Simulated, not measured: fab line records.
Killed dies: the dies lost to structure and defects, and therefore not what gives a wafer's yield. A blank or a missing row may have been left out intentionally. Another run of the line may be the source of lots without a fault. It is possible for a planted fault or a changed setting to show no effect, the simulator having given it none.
Which tool did it?    flow sky130    24 lots, 72 wafers sampled, at 6 steps of a route of 708

WHAT EACH GAUGE READ, for each wafer
SKY_VIA2_THK_MEAS_23: measures by xrf. Usual: VIA2_W_THK gives 417 nm (standard deviation 7.9).
lot   measured      on             VIA2_W_THK (nm)  flag
L074  day 36 01:23  film-metro-02  414 412 417      
L075  day 36 15:51  film-metro-02  424 424 420      
L076  day 36 20:35  film-metro-02  418 414 426      
L077  day 37 03:20  film-metro-02  419 410 413      
L078  day 37 07:24  film-metro-01  423 420 426      
L079  day 37 17:20  film-metro-01  421 430 422      
L080  day 38 08:10  film-metro-01  428 428 433      
L081  day 38 21:56  film-metro-01  437 437 436      
L082  day 39 18:01  film-metro-02  409 419 411      
L083  day 39 22:05  film-metro-03  425 422 422      
L085  day 40 02:47  film-metro-03  416 423 414      
L084  day 40 03:56  film-metro-02  406 411 407      
L086  day 40 06:32  film-metro-02  406 402 408      
L088  day 40 19:26  film-metro-03  426 427 428      
L087  day 41 03:38  film-metro-02  413 410 407      
L090  day 41 14:35  film-metro-03  417 417 420      
L089  day 41 15:44  film-metro-02  414 413 416      
L091  day 41 23:38  film-metro-02  414 415 412      
L092  day 42 00:13  film-metro-02  409 410 411      
L093  day 42 04:04  film-metro-02  407 414 406      
L095  day 42 12:05  film-metro-02  412 415 418      
L094  day 42 14:00  film-metro-02  418 406 412      
L096  day 42 21:02  film-metro-02  416 421 414      
L097  day 42 22:45  film-metro-02  413 404 406      

SKY_VIA3_THK_MEAS_23: measures by xrf. Usual: VIA3_W_THK gives 395 nm (standard deviation 6.5).
lot   measured      on             VIA3_W_THK (nm)  flag
L074  day 39 08:58  film-metro-03  386 389 391      
L075  day 40 01:52  film-metro-03  390 387 389      
L076  day 40 05:10  film-metro-04  399 407 402      
L077  day 40 10:07  film-metro-03  402 401 391      
L078  day 40 14:43  film-metro-04  398 397 406      
L079  day 41 00:32  film-metro-01  401 400 407      
L080  day 41 13:23  film-metro-04  397 394 393      
L081  day 42 01:56  film-metro-01  393 392 392      
L082  day 42 21:24  film-metro-04  395 395 393      
L083  day 43 01:06  film-metro-03  388 388 384      
L085  day 43 06:42  film-metro-01  391 391 392      
L084  day 43 06:43  film-metro-03  391 389 393      
L086  day 43 09:55  film-metro-04  393 391 396      
L088  day 43 20:41  film-metro-04  389 392 396      
L087  day 44 04:55  film-metro-01  394 396 389      
L090  day 44 14:33  film-metro-04  395 384 390      
L089  day 44 16:37  film-metro-03  395 392 391      
L091  day 44 22:44  film-metro-01  388 391 389      
L092  day 45 00:05  film-metro-04  402 404 404      
L093  day 45 03:40  film-metro-04  404 396 405      
L095  day 45 09:07  film-metro-04  402 396 395      
L094  day 45 11:52  film-metro-01  402 397 400      
L096  day 45 18:44  film-metro-04  403 400 404      
L097  day 45 19:47  film-metro-04  403 407 405      

WHICH TOOL RAN EACH LOT (tool, then ch and the chambers of the sampled wafers, then the start)
lot   SKY_CONTACT_SPUTTER_23        SKY_CAPM_CVD_00                  SKY_METAL3_ETCH_17                  SKY_VIA3_ETCH_15
L074  pvd-sputter-01, day 31 07:28  pecvd-01 ch 0,1,2, day 36 01:53  rie-diel-02 ch 0,1,3, day 38 05:26  rie-diel-01 ch 0,1,3, day 39 07:58
L075  pvd-sputter-01, day 32 00:34  pecvd-04 ch 0,1, day 36 16:21    rie-diel-02 ch 0,1, day 38 22:14    rie-diel-04 ch 0,1,2, day 40 00:54
L076  pvd-sputter-04, day 32 05:56  pecvd-01 ch 0,1,2, day 36 21:07  rie-diel-03 ch 1,2,3, day 39 01:26  rie-diel-04 ch 0,1,2, day 40 04:13
L077  pvd-sputter-01, day 32 12:11  pecvd-02 ch 0,1, day 37 03:51    rie-diel-03 ch 0,1,2, day 39 07:08  rie-diel-01 ch 1,2,3, day 40 09:09
L078  pvd-sputter-03, day 32 15:45  pecvd-04 ch 0,2, day 37 07:55    rie-diel-04 ch 0,2, day 39 11:09    rie-diel-04 ch 2,3, day 40 13:46
L079  pvd-sputter-01, day 33 00:20  pecvd-02 ch 0,1,2, day 37 18:05  rie-diel-03 ch 0,2, day 39 22:09    rie-diel-03 ch 0,1,3, day 40 23:35
L080  pvd-sputter-01, day 33 17:59  pecvd-01 ch 1,2, day 38 08:40    rie-diel-03 ch 2,3, day 40 10:33    rie-diel-01 ch 0,1,2, day 41 12:25
L081  pvd-sputter-04, day 34 08:16  pecvd-01 ch 1,2, day 38 22:25    rie-diel-02 ch 0,2,3, day 40 23:48  rie-diel-03 ch 0,2,3, day 42 00:58
L082  pvd-sputter-04, day 35 04:17  pecvd-01 ch 0,1,2, day 39 18:31  rie-diel-04 ch 0,1,3, day 41 19:15  rie-diel-04 ch 0,1,3, day 42 20:25
L083  pvd-sputter-04, day 35 08:04  pecvd-02 ch 0,1,2, day 39 22:38  rie-diel-03 ch 0,1,2, day 41 23:06  rie-diel-04 ch 1,2,3, day 43 00:08
L085  pvd-sputter-03, day 35 12:48  pecvd-02 ch 1,2, day 40 03:18    rie-diel-04 ch 1,2, day 42 05:09    rie-diel-03 ch 0,1,2, day 43 05:42
L084  pvd-sputter-04, day 35 14:52  pecvd-01 ch 0,1, day 40 04:32    rie-diel-03 ch 2,3, day 42 05:26    rie-diel-04 ch 1,2,3, day 43 05:44
L086  pvd-sputter-01, day 35 18:37  pecvd-02 ch 0,1, day 40 07:03    rie-diel-02 ch 0,1,2, day 42 08:18  rie-diel-01 ch 0,2,3, day 43 08:57
L088  pvd-sputter-04, day 36 07:52  pecvd-04 ch 1,2, day 40 19:55    rie-diel-03 ch 0,1, day 42 19:48    rie-diel-01 ch 0,1, day 43 19:43
L087  pvd-sputter-01, day 36 14:42  pecvd-04 ch 1,2, day 41 04:09    rie-diel-03 ch 1,3, day 43 04:21    rie-diel-03 ch 1,3, day 44 03:58
L090  pvd-sputter-01, day 37 04:52  pecvd-02 ch 0,2, day 41 15:06    rie-diel-03 ch 0,1,3, day 43 14:03  rie-diel-03 ch 0,1,2, day 44 13:34
L089  pvd-sputter-04, day 37 05:13  pecvd-04 ch 0,1, day 41 16:14    rie-diel-02 ch 0,2,3, day 43 15:30  rie-diel-01 ch 1,3, day 44 15:39
L091  pvd-sputter-04, day 37 15:10  pecvd-04 ch 1,2, day 42 00:09    rie-diel-02 ch 0,1, day 43 21:51    rie-diel-01 ch 0,1, day 44 21:46
L092  pvd-sputter-03, day 37 16:25  pecvd-02 ch 0,1,2, day 42 00:42  rie-diel-02 ch 0,2,3, day 43 23:18  rie-diel-01 ch 0,1,2, day 44 23:06
L093  pvd-sputter-03, day 37 17:58  pecvd-04 ch 1,2, day 42 04:34    rie-diel-04 ch 1,2,3, day 44 02:44  rie-diel-04 ch 0,3, day 45 02:34
L095  pvd-sputter-03, day 38 04:15  pecvd-01 ch 0,1, day 42 12:35    rie-diel-03 ch 1,2,3, day 44 09:45  rie-diel-01 ch 1,3, day 45 08:10
L094  pvd-sputter-03, day 38 05:13  pecvd-04 ch 0,1,2, day 42 14:29  rie-diel-02 ch 0,1,3, day 44 12:45  rie-diel-01 ch 0,1,3, day 45 10:53
L096  pvd-sputter-03, day 38 13:51  pecvd-01 ch 0,1, day 42 21:33    rie-diel-04 ch 2,3, day 44 19:15    rie-diel-04 ch 1,2, day 45 17:38
L097  pvd-sputter-04, day 38 18:12  pecvd-04 ch 0,1, day 42 23:16    rie-diel-02 ch 0,1,3, day 44 20:36  rie-diel-01 ch 0,1,3, day 45 18:47
- SKY_CONTACT_SPUTTER_23: material TiN, target thk 20 nm, time 80 s.
- SKY_CAPM_CVD_00: deposits SiO2, target thk 15.5 nm.
- SKY_METAL3_ETCH_17: etches SiO2 in C4F8/O2/Ar, stops on TiN, time 3.9 s, target depth 15 nm.
- SKY_VIA3_ETCH_15: etches SiO2 in C4F8/O2/Ar, stops on TiN, target depth 507 nm, time 78 s.

AS READ BY THE TOOLS THEMSELVES (means over the sampled wafers that have a number; for cases with no such wafer, the mark the record gives instead)
SKY_CONTACT_SPUTTER_23. Usual: throttle-valve-pct at 29.6 %, with a standard deviation of 0.87.
lot   tool            throttle-valve-pct (%)  flag
L074  pvd-sputter-01  28.8                    
L075  pvd-sputter-01  28.6                    
L076  pvd-sputter-04  30.5                    
L077  pvd-sputter-01  29.1                    
L078  pvd-sputter-03  29.9                    
L079  pvd-sputter-01  29.0                    
L080  pvd-sputter-01  28.4                    
L081  pvd-sputter-04  29.8                    
L082  pvd-sputter-04  29.8                    
L083  pvd-sputter-04  30.2                    
L085  pvd-sputter-03  29.3                    
L084  pvd-sputter-04  30.6                    
L086  pvd-sputter-01  28.9                    
L088  pvd-sputter-04  29.8                    
L087  pvd-sputter-01  29.1                    
L090  pvd-sputter-01  28.8                    
L089  pvd-sputter-04  30.7                    
L091  pvd-sputter-04  29.9                    
L092  pvd-sputter-03  30.5                    
L093  pvd-sputter-03  29.9                    
L095  pvd-sputter-03  29.7                    
L094  pvd-sputter-03  28.8                    
L096  pvd-sputter-03  30.0                    
L097  pvd-sputter-04  29.9                    

SKY_CAPM_CVD_00. Usual: heater-power-w at 715 W, with a standard deviation of 78.
lot   tool      heater-power-w (W)  flag
L074  pecvd-01  757                 
L075  pecvd-04  672                 
L076  pecvd-01  719                 
L077  pecvd-02  796                 
L078  pecvd-04  685                 
L079  pecvd-02  788                 
L080  pecvd-01  773                 
L081  pecvd-01  747                 
L082  pecvd-01  697                 
L083  pecvd-02  731                 
L085  pecvd-02  718                 
L084  pecvd-01  651                 
L086  pecvd-02  706                 
L088  pecvd-04  739                 
L087  pecvd-04  794                 
L090  pecvd-02  707                 
L089  pecvd-04  694                 
L091  pecvd-04  712                 
L092  pecvd-02  745                 
L093  pecvd-04  657                 
L095  pecvd-01  659                 
L094  pecvd-04  700                 
L096  pecvd-01  776                 
L097  pecvd-04  646                 

SKY_METAL3_ETCH_17. Usual: oes-product-au at 0.754 a.u., with a standard deviation of 0.0084.
lot   tool         oes-product-au (a.u.)  flag
L074  rie-diel-02  0.764                  
L075  rie-diel-02  0.750                  
L076  rie-diel-03  0.755                  
L077  rie-diel-03  0.755                  
L078  rie-diel-04  0.763                  
L079  rie-diel-03  0.753                  
L080  rie-diel-03  0.763                  
L081  rie-diel-02  0.755                  
L082  rie-diel-04  0.756                  
L083  rie-diel-03  0.757                  
L085  rie-diel-04  0.744                  
L084  rie-diel-03  0.758                  
L086  rie-diel-02  0.760                  
L088  rie-diel-03  0.748                  
L087  rie-diel-03  0.749                  
L090  rie-diel-03  0.745                  
L089  rie-diel-02  0.746                  
L091  rie-diel-02  0.748                  
L092  rie-diel-02  0.760                  
L093  rie-diel-04  0.754                  
L095  rie-diel-03  0.754                  
L094  rie-diel-02  0.752                  
L096  rie-diel-04  0.753                  
L097  rie-diel-02  0.754                  

SKY_VIA3_ETCH_15. Usual: oes-product-au at 0.945 a.u., with a standard deviation of 0.0049.
lot   tool         oes-product-au (a.u.)  flag
L074  rie-diel-01  0.947                  
L075  rie-diel-04  0.944                  
L076  rie-diel-04  0.945                  
L077  rie-diel-01  0.947                  
L078  rie-diel-04  0.945                  
L079  rie-diel-03  0.945                  
L080  rie-diel-01  0.946                  
L081  rie-diel-03  0.939                  
L082  rie-diel-04  0.947                  
L083  rie-diel-04  0.943                  
L085  rie-diel-03  0.943                  
L084  rie-diel-04  0.950                  
L086  rie-diel-01  0.945                  
L088  rie-diel-01  0.944                  
L087  rie-diel-03  0.949                  
L090  rie-diel-03  0.947                  
L089  rie-diel-01  0.947                  
L091  rie-diel-01  0.950                  
L092  rie-diel-01  0.951                  
L093  rie-diel-04  0.939                  
L095  rie-diel-01  0.942                  
L094  rie-diel-01  0.943                  
L096  rie-diel-04  0.945                  
L097  rie-diel-01  0.945                  

THE ANSWER, worked out from the rows above alone
Rule: take the mean of a lot's wafers that have a number; if it is more than 3 standard deviations from the usual mean, the lot is off. A lot without any number at a reading at which 4 lots or more have one is off too. The other lots that the step has rows for count as sound. Order of review: gauges by route order, followed by the tools' own readings, for which a lot's mean as printed above is used. At the first step where some lot is off, the reading lying furthest off is the one used; lots without a number count as furthest.
Nothing can be told from this: no lot is off at any reading shown.

WHAT THE SIMULATOR HAD INSERTED
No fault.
